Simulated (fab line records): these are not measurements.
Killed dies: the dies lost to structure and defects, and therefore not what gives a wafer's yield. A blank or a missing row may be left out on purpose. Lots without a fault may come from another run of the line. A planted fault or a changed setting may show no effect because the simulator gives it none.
Chamber matching    flow sky130    cmp-02 running SKY_VIA4_CMP_02: 4 sister chambers
The step polishes SiO2. 4 wafers are shown with their chamber, then 12 later ones without.

WAFERS PAIRED WITH THEIR CHAMBERS
wafer   chamber  motor_current_A (A)
L090.4  1        12.6
L092.3  0        11.9
L092.5  3        12.9
L092.6  2        12.7

WAFERS WHOSE CHAMBER IS MISSING
wafer   motor_current_A (A)
L093.2  12.2
L093.3  12.3
L093.5  12.5
L093.1  13.1
L093.4  12.7
L093.6  12.7
L096.1  11.2
L096.2  12.1
L096.5  11.9
L096.3  12.9
L096.4  13.0
L096.6  13.1

CHAMBER TAKEN BY EACH
wafer    from the rows above                 in truth
L093.2   can't be placed: 0 or 1 or 2 or 3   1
L093.3   can't be placed: 1 or 2 or 0 or 3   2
L093.5   can't be placed: 1 or 2 or 3 or 0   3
L093.1   can't be placed: 3 or 2 or 1        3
L093.4   can't be placed: 2 or 1 or 3        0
L093.6   can't be placed: 2 or 1 or 3        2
L096.1   0                                   0
L096.2   can't be placed: 0 or 1 or 2        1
L096.5   0                                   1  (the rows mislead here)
L096.3   can't be placed: 3 or 2 or 1        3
L096.4   can't be placed: 3 or 2 or 1        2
L096.6   can't be placed: 3 or 2 or 1        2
1 of 12 placed correctly. From these rows, 10 cannot be placed; in 9 the true chamber is one of the candidates. Wrongly placed: 1.
How it was worked out, from the rows above alone: a wafer's distance from a chamber is the root of the sum, over the readings, of the square of ((its reading less the chamber's mean) divided by the reading's scatter). The wafer belongs to the nearest chamber; if the next one is less than 2 further off, it can't be placed. For every chamber, the mean is computed from those of its wafers that are shown. The scatter: root of mean squared gap, hidden wafer to nearest shown wafer, with one shown wafer a chamber.
